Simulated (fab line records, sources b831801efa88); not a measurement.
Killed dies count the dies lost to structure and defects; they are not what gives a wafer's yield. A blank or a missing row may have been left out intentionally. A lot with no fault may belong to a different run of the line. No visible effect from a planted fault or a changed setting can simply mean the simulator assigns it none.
What tool caused it? / flow gf180mcu / Sampling: 14 lots, 42 wafers, 3 of 602 route steps

WHAT EACH GAUGE READ, for each wafer
The record lacks any reading of a measuring or inspecting step that a usual standard deviation could be used to judge.

TOOL THAT RAN EACH LOT (tool first, then ch and the chambers of the sampled wafers, then the start)
lot=L228; GF_V3_CVD_02=pecvd-01 ch 0,1,2, day 21 15:19; GF_V3_SPUTTER_21=pvdSputter-04, day 22 15:50; GF_M4_SPUTTER_02=pvdSputter-01, day 22 16:40
lot=L229; GF_V3_CVD_02=pecvd-03 ch 0,2, day 21 18:29; GF_V3_SPUTTER_21=pvdSputter-04, day 22 19:03; GF_M4_SPUTTER_02=pvdSputter-01, day 22 19:53
lot=L230; GF_V3_CVD_02=pecvd-02 ch 1,2, day 22 07:04; GF_V3_SPUTTER_21=pvdSputter-02, day 23 07:04; GF_M4_SPUTTER_02=pvdSputter-04, day 23 07:53
lot=L231; GF_V3_CVD_02=pecvd-01 ch 0,1,2, day 22 12:27; GF_V3_SPUTTER_21=pvdSputter-04, day 23 12:44; GF_M4_SPUTTER_02=pvdSputter-01, day 23 13:34
lot=L232; GF_V3_CVD_02=pecvd-01 ch 0,1, day 22 19:24; GF_V3_SPUTTER_21=pvdSputter-04, day 23 19:24; GF_M4_SPUTTER_02=pvdSputter-01, day 23 20:14
lot=L233; GF_V3_CVD_02=pecvd-03 ch 1,2, day 23 06:14; GF_V3_SPUTTER_21=pvdSputter-03, day 24 06:11; GF_M4_SPUTTER_02=pvdSputter-02, day 24 07:00
lot=L236; GF_V3_CVD_02=pecvd-02 ch 0,2, day 24 16:11; GF_V3_SPUTTER_21=pvdSputter-04, day 25 15:31; GF_M4_SPUTTER_02=pvdSputter-02, day 25 16:20
lot=L237; GF_V3_CVD_02=pecvd-03 ch 0,2, day 24 18:23; GF_V3_SPUTTER_21=pvdSputter-03, day 25 17:18; GF_M4_SPUTTER_02=pvdSputter-04, day 25 18:07
lot=L238; GF_V3_CVD_02=pecvd-01 ch 0,2, day 25 02:02; GF_V3_SPUTTER_21=pvdSputter-04, day 26 00:13; GF_M4_SPUTTER_02=pvdSputter-01, day 26 01:03
lot=L241; GF_V3_CVD_02=pecvd-02 ch 0,1, day 25 23:34; GF_V3_SPUTTER_21=pvdSputter-04, day 26 20:48; GF_M4_SPUTTER_02=-
lot=L242; GF_V3_CVD_02=pecvd-01 ch 0,1,2, day 26 11:53; GF_V3_SPUTTER_21=pvdSputter-04, day 27 10:04; GF_M4_SPUTTER_02=-
lot=L244; GF_V3_CVD_02=pecvd-03 ch 0,1,2, day 27 03:44; GF_V3_SPUTTER_21=pvdSputter-03, day 28 00:29; GF_M4_SPUTTER_02=pvdSputter-01, day 28 01:19
lot=L249; GF_V3_CVD_02=pecvd-01 ch 0,1,2, day 28 07:56; GF_V3_SPUTTER_21=pvdSputter-02, day 29 05:13; GF_M4_SPUTTER_02=pvdSputter-04, day 29 06:02
lot=L251; GF_V3_CVD_02=pecvd-01 ch 0,1,2, day 28 20:24; GF_V3_SPUTTER_21=pvdSputter-02, day 29 17:07; GF_M4_SPUTTER_02=pvdSputter-01, day 29 17:56
- GF_V3_CVD_02: deposits SiO2 from TEOS, target thk 850 nm, time 94.851 s.
- GF_V3_SPUTTER_21: material Ti, target thk 15 nm, time 80.02 s.
- GF_M4_SPUTTER_02: material AlCu, target thk 450 nm, time 23.9 s.

WHAT THE TOOLS THEMSELVES READ (means of the sampled wafers that have a number; where no wafer has one, the mark that the record gives instead)
GF_V3_CVD_02. Usual: heaterPowerOuterW 402 W, standard deviation 60; heaterPowerW 675 W, standard deviation 93.
lot=L228; tool=pecvd-01; heaterPowerOuterW (W)=425; heaterPowerW (W)=742; flag=
lot=L229; tool=pecvd-03; heaterPowerOuterW (W)=392; heaterPowerW (W)=588; flag=
lot=L230; tool=pecvd-02; heaterPowerOuterW (W)=405; heaterPowerW (W)=660; flag=
lot=L231; tool=pecvd-01; heaterPowerOuterW (W)=404; heaterPowerW (W)=712; flag=
lot=L232; tool=pecvd-01; heaterPowerOuterW (W)=467; heaterPowerW (W)=817; flag=
lot=L233; tool=pecvd-03; heaterPowerOuterW (W)=422; heaterPowerW (W)=660; flag=
lot=L236; tool=pecvd-02; heaterPowerOuterW (W)=438; heaterPowerW (W)=703; flag=
lot=L237; tool=pecvd-03; heaterPowerOuterW (W)=347; heaterPowerW (W)=550; flag=
lot=L238; tool=pecvd-01; heaterPowerOuterW (W)=320; heaterPowerW (W)=592; flag=
lot=L241; tool=pecvd-02; heaterPowerOuterW (W)=430; heaterPowerW (W)=663; flag=
lot=L242; tool=pecvd-01; heaterPowerOuterW (W)=439; heaterPowerW (W)=745; flag=
lot=L244; tool=pecvd-03; heaterPowerOuterW (W)=384; heaterPowerW (W)=627; flag=
lot=L249; tool=pecvd-01; heaterPowerOuterW (W)=441; heaterPowerW (W)=760; flag=
lot=L251; tool=pecvd-01; heaterPowerOuterW (W)=427; heaterPowerW (W)=749; flag=

GF_V3_SPUTTER_21. Usual: cathodeDcPowerW 2586.9 W, standard deviation 0.44; chamberPressurePa 5.000 Pa, standard deviation 0.0097; throttleValvePct 29.6 %, standard deviation 0.99.
lot=L228; tool=pvdSputter-04; cathodeDcPowerW (W)=2586.7; chamberPressurePa (Pa)=5.001; throttleValvePct (%)=29.4; flag=
lot=L229; tool=pvdSputter-04; cathodeDcPowerW (W)=2586.9; chamberPressurePa (Pa)=4.996; throttleValvePct (%)=28.8; flag=
lot=L230; tool=pvdSputter-02; cathodeDcPowerW (W)=2587.2; chamberPressurePa (Pa)=5.001; throttleValvePct (%)=30.1; flag=
lot=L231; tool=pvdSputter-04; cathodeDcPowerW (W)=2587.1; chamberPressurePa (Pa)=4.999; throttleValvePct (%)=28.9; flag=
lot=L232; tool=pvdSputter-04; cathodeDcPowerW (W)=2586.7; chamberPressurePa (Pa)=5.005; throttleValvePct (%)=29.5; flag=
lot=L233; tool=pvdSputter-03; cathodeDcPowerW (W)=2587.2; chamberPressurePa (Pa)=5.000; throttleValvePct (%)=29.6; flag=
lot=L236; tool=pvdSputter-04; cathodeDcPowerW (W)=2586.7; chamberPressurePa (Pa)=4.994; throttleValvePct (%)=28.4; flag=
lot=L237; tool=pvdSputter-03; cathodeDcPowerW (W)=2586.7; chamberPressurePa (Pa)=5.010; throttleValvePct (%)=30.2; flag=
lot=L238; tool=pvdSputter-04; cathodeDcPowerW (W)=2587.0; chamberPressurePa (Pa)=4.999; throttleValvePct (%)=28.9; flag=
lot=L241; tool=pvdSputter-04; cathodeDcPowerW (W)=-; chamberPressurePa (Pa)=-; throttleValvePct (%)=-; flag=OFF
lot=L242; tool=pvdSputter-04; cathodeDcPowerW (W)=-; chamberPressurePa (Pa)=-; throttleValvePct (%)=-; flag=OFF
lot=L244; tool=pvdSputter-03; cathodeDcPowerW (W)=2587.0; chamberPressurePa (Pa)=4.997; throttleValvePct (%)=29.1; flag=
lot=L249; tool=pvdSputter-02; cathodeDcPowerW (W)=2586.7; chamberPressurePa (Pa)=4.992; throttleValvePct (%)=30.1; flag=
lot=L251; tool=pvdSputter-02; cathodeDcPowerW (W)=2586.8; chamberPressurePa (Pa)=4.993; throttleValvePct (%)=30.1; flag=

GF_M4_SPUTTER_02. Usual: cathodeDcPowerW 10400 W, standard deviation 1.8; chamberPressurePa 0.4000 Pa, standard deviation 0.00084; throttleValvePct 30.2 %, standard deviation 1.1.
lot=L228; tool=pvdSputter-01; cathodeDcPowerW (W)=10400; chamberPressurePa (Pa)=0.4003; throttleValvePct (%)=29.8; flag=
lot=L229; tool=pvdSputter-01; cathodeDcPowerW (W)=10399; chamberPressurePa (Pa)=0.3991; throttleValvePct (%)=30.4; flag=
lot=L230; tool=pvdSputter-04; cathodeDcPowerW (W)=10401; chamberPressurePa (Pa)=0.3994; throttleValvePct (%)=28.9; flag=
lot=L231; tool=pvdSputter-01; cathodeDcPowerW (W)=10400; chamberPressurePa (Pa)=0.4007; throttleValvePct (%)=30.7; flag=
lot=L232; tool=pvdSputter-01; cathodeDcPowerW (W)=10400; chamberPressurePa (Pa)=0.4001; throttleValvePct (%)=30.2; flag=
lot=L233; tool=pvdSputter-02; cathodeDcPowerW (W)=10400; chamberPressurePa (Pa)=0.4005; throttleValvePct (%)=30.1; flag=
lot=L236; tool=pvdSputter-02; cathodeDcPowerW (W)=10399; chamberPressurePa (Pa)=0.4003; throttleValvePct (%)=30.2; flag=
lot=L237; tool=pvdSputter-04; cathodeDcPowerW (W)=10400; chamberPressurePa (Pa)=0.3995; throttleValvePct (%)=28.7; flag=
lot=L238; tool=pvdSputter-01; cathodeDcPowerW (W)=10401; chamberPressurePa (Pa)=0.3996; throttleValvePct (%)=31.2; flag=
lot=L244; tool=pvdSputter-01; cathodeDcPowerW (W)=10399; chamberPressurePa (Pa)=0.4002; throttleValvePct (%)=30.5; flag=
lot=L249; tool=pvdSputter-04; cathodeDcPowerW (W)=10402; chamberPressurePa (Pa)=0.3999; throttleValvePct (%)=29.0; flag=
lot=L251; tool=pvdSputter-01; cathodeDcPowerW (W)=10401; chamberPressurePa (Pa)=0.4005; throttleValvePct (%)=31.0; flag=

THE ANSWER, worked out from the rows above alone
Rule: a lot counts as off when the mean over its wafers that have a number is more than 3 standard deviations away from the usual mean. Also off: a lot with no number at a reading for which 4 or more lots have one. The other lots that the step has rows for count as sound. After the gauges, taken in route order, come the tools' own readings; for these a lot's mean is taken, as printed above. At the first step where some lot is off, the reading lying furthest off is the one used; lots without a number count as furthest.
Off: L241, L242, at GF_V3_SPUTTER_21 (cathodeDcPowerW). Without a number there: L241, L242.
A tool fits if, at that step or a process step before it, it ran every lot that is off, and no sound lot after the first of them. One candidate fits, namely pvdSputter-04 at GF_V3_SPUTTER_21. Its last sound lot is L238 (day 26 00:13), its first lot that is off L241 (day 26 20:48): a fault that began between those two fits.
Blank at GF_V3_SPUTTER_21 on the lots that are off, where sound lots have numbers: cathodeDcPowerW, chamberPressurePa, throttleValvePct.

WHAT THE SIMULATOR HAD PUT IN
Entire step skipped (pvdSputter-04, GF_V3_SPUTTER_21), from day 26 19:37 onward. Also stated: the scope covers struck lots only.
Shown lots that were struck: L241, L242. Same finding as the rule above.
